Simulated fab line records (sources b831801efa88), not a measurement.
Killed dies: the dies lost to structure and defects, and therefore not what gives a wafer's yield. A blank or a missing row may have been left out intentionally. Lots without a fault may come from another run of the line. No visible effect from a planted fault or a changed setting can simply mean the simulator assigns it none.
Matching of chambers -- flow gf180mcu -- GF_V3_CVD_00 on hdpcvd-02 has 3 sister chambers
The step deposits SiO2, target thk 600 nm, time 100 s. 16 wafers are shown with their chamber, then 8 later ones without.

WAFERS, EACH WITH ITS CHAMBER
wafer,chamber,sih4 flow sccm (sccm),susceptor temp C (C)
L272.1,0,60.02,400.12
L272.3,1,60.09,400.26
L272.6,1,60.15,400.19
L276.2,1,60.14,400.02
L276.3,2,59.63,399.96
L276.6,0,59.95,400.37
L274.1,0,59.91,399.95
L274.2,2,60.00,400.16
L274.6,2,59.87,399.93
L278.1,2,60.01,400.07
L278.5,2,60.07,399.96
L278.6,1,60.11,399.86
L280.1,2,60.10,400.27
L280.2,1,60.19,400.14
L280.4,0,59.84,399.94
L287.2,2,60.27,399.93

SIGNATURES (averages over the wafers above)
reading,chamber 0,chamber 1,chamber 2,scatter within a chamber
sih4 flow sccm,59.9300,60.1360,59.9929,0.143
susceptor temp C,400.0950,400.0940,400.0400,0.158
Rule: for each reading, subtract the chamber's mean from the wafer's reading, divide by that reading's scatter and square the result; add these up over the readings and take the root, which gives the wafer's distance from the chamber. If the next closest chamber is less than 2 further off than the closest, the wafer can't be placed; otherwise it belongs to the closest. The scatter: the root of (the sum of the squares of (reading less its chamber's mean) over the shown wafers, divided by (wafers less chambers)).

WAFERS WITH NO CHAMBER GIVEN
wafer,sih4 flow sccm (sccm),susceptor temp C (C)
L287.3,59.62,399.98
L287.5,60.07,400.27
L292.1,60.09,399.78
L292.3,59.70,399.95
L292.6,59.92,399.95
L286.1,59.99,399.83
L286.4,59.99,399.47
L286.6,59.74,399.55

WHICH CHAMBER EACH ONE RAN IN
wafer,from the rows above,in truth
L287.3,can't be placed: 0 or 2 or 1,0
L287.5,can't be placed: 1 or 0 or 2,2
L292.1,can't be placed: 2 or 1 or 0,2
L292.3,can't be placed: 0 or 2 or 1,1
L292.6,can't be placed: 2 or 0 or 1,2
L286.1,can't be placed: 2 or 0 or 1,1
L286.4,can't be placed: 2 or 0 or 1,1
L286.6,can't be placed: 2 or 0 or 1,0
Placed correctly: 0 of 8. Cannot be placed on the basis of these rows: 8; the candidates contain the true chamber in 8. Number placed wrongly: 0.
